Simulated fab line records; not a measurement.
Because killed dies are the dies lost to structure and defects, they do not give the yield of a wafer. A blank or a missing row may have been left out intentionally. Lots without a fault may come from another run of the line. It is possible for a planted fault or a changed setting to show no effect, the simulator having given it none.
Check for tools in common    flow gf180mcu    Sample size 11 lots and 39 wafers

## WHY THIS WAS OPENED
2 of 11 lots carry a flag on the reading M4_OVL at GF_M4_OVL_MEAS_15. Fault-free wafers read -1 nm, with a standard deviation of 5.
Rule: a lot is flagged in two cases, either no wafer of it has a number, or all its wafers with numbers fall more than 4 standard deviations from that mean. The other lots count as sound.

lot   measured      on          M4_OVL (nm), wafer by wafer  flag
L804  day 24 01:04  overlay-02  10 9 1                       
L805  day 24 07:00  overlay-01  1 -3 1                       
L810  day 26 02:47  overlay-02  -6 -6 -8                     
L811  day 26 12:15  overlay-01  3 -8 0                       
L816  day 27 22:51  overlay-01  5 -7 2                       
L817  day 28 04:55  overlay-02  1 -5 1                       
L819  day 29 00:36  overlay-01  -1 -2 -2                     
L820  day 29 08:53  overlay-01  41 48 40 44 52 44            FLAGGED
L821  day 29 19:48  overlay-02  -6 3 2                       
L823  day 30 00:55  overlay-02  -6 2 -4                      
L826  day 30 23:17  overlay-02  50 39 45 53 44 50            FLAGGED
The mean of the flagged lots' numbers is 46 nm, +47 nm from the usual (+9 standard deviations).

## WHICH TOOL RAN EACH LOT
The record holds 3 process steps before the reading, out of a route of 602 steps. Read each cell as the tool, then ch plus the chambers that the sampled wafers visited, then the start.
lot   flag     GF_M3_SPUTTER_03              GF_M3_METAL_ETCH_16                GF_M4_EXPOSE_11
L804           pvd sputter-04, day 20 23:25  rie metal-02 ch 0,1, day 21 23:10  krf scanner-01 ch 0, day 23 13:01
L805           pvd sputter-01, day 21 06:39  rie metal-02 ch 0,1, day 22 06:10  krf scanner-01 ch 0, day 23 20:20
L810           pvd sputter-04, day 23 06:03  rie metal-02 ch 0,1, day 24 05:17  krf scanner-02 ch 0, day 25 16:42
L811           pvd sputter-04, day 23 15:41  rie metal-03 ch 0,1, day 24 13:53  krf scanner-02 ch 0, day 26 02:17
L816           pvd sputter-04, day 25 05:23  rie metal-04 ch 0,1, day 26 03:13  krf scanner-02 ch 0, day 27 12:40
L817           pvd sputter-02, day 25 11:30  rie metal-02 ch 0,1, day 26 09:02  krf scanner-01 ch 0, day 27 19:26
L819           pvd sputter-01, day 26 07:56  rie metal-03 ch 1, day 27 05:14    krf scanner-01 ch 0, day 28 14:49
L820  FLAGGED  pvd sputter-02, day 26 17:12  rie metal-04 ch 0,1, day 27 13:07  krf scanner-01 ch 0, day 28 23:33
L821           pvd sputter-02, day 27 04:36  rie metal-02 ch 0,1, day 28 01:13  krf scanner-02 ch 0, day 29 10:27
L823           pvd sputter-04, day 27 11:22  rie metal-04 ch 0, day 28 07:29    krf scanner-02 ch 0, day 29 15:40
L826  FLAGGED  pvd sputter-02, day 28 11:01  rie metal-04 ch 0,1, day 29 06:38  krf scanner-01 ch 0, day 30 14:27
What these steps do:
- GF_M3_SPUTTER_03: material Ti, target thk 10 nm, time 6.7 s.
- GF_M3_METAL_ETCH_16: etches the open film in Cl2/BCl3, stops on SiO2, target depth 750.8 nm, time 125.1 s.
- GF_M4_EXPOSE_11: exposes mask Metal4, target cd 280 nm.
- GF_M4_OVL_MEAS_15

## FLAGGED AGAINST TOTAL, ONE TOOL AT A TIME (gauges that did the reading follow at the end)
step                 tool            lots run  flagged  share of the flagged lots  sound lots run after its first flagged lot
GF_M3_SPUTTER_03     pvd sputter-01  2         0        none                       -
GF_M3_SPUTTER_03     pvd sputter-02  4         2        all                        1 (L821)
GF_M3_SPUTTER_03     pvd sputter-04  5         0        none                       -
GF_M3_METAL_ETCH_16  rie metal-02    5         0        none                       -
GF_M3_METAL_ETCH_16  rie metal-03    2         0        none                       -
GF_M3_METAL_ETCH_16  rie metal-04    4         2        all                        1 (L823)
GF_M4_EXPOSE_11      krf scanner-01  6         2        all                        0
GF_M4_EXPOSE_11      krf scanner-02  5         0        none                       -
GF_M4_OVL_MEAS_15    overlay-01      5         1        some                       0
GF_M4_OVL_MEAS_15    overlay-02      6         1        some                       0

## THE TABLE: WHAT IT ALLOWS
3 rows of the table ran every flagged lot: pvd sputter-02 at GF_M3_SPUTTER_03, rie metal-04 at GF_M3_METAL_ETCH_16, krf scanner-01 at GF_M4_EXPOSE_11.
- pvd sputter-02 at GF_M3_SPUTTER_03: 2 of its 4 lots flagged. Sound lots followed the first flagged one (L821) on it, something a lasting fault affecting the whole tool could not allow.
- rie metal-04 at GF_M3_METAL_ETCH_16: 2 of its 4 lots flagged. Sound lots followed the first flagged one (L823) on it, something a lasting fault affecting the whole tool could not allow.
- krf scanner-01 at GF_M4_EXPOSE_11: 2 of its 6 lots flagged. Last sound lot L819 at day 28 14:49, first flagged lot L820 at day 28 23:33; a fault beginning in between fits.
One tool is left: krf scanner-01 at GF_M4_EXPOSE_11.

## WHAT HAD BEEN PUT IN BY THE SIMULATOR
Scanner matching overlay: krf scanner-01, from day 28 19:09 on, at GF_M4_EXPOSE_11. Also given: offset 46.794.
Lots struck among those shown: L820, L826. The same result came from the rule above.
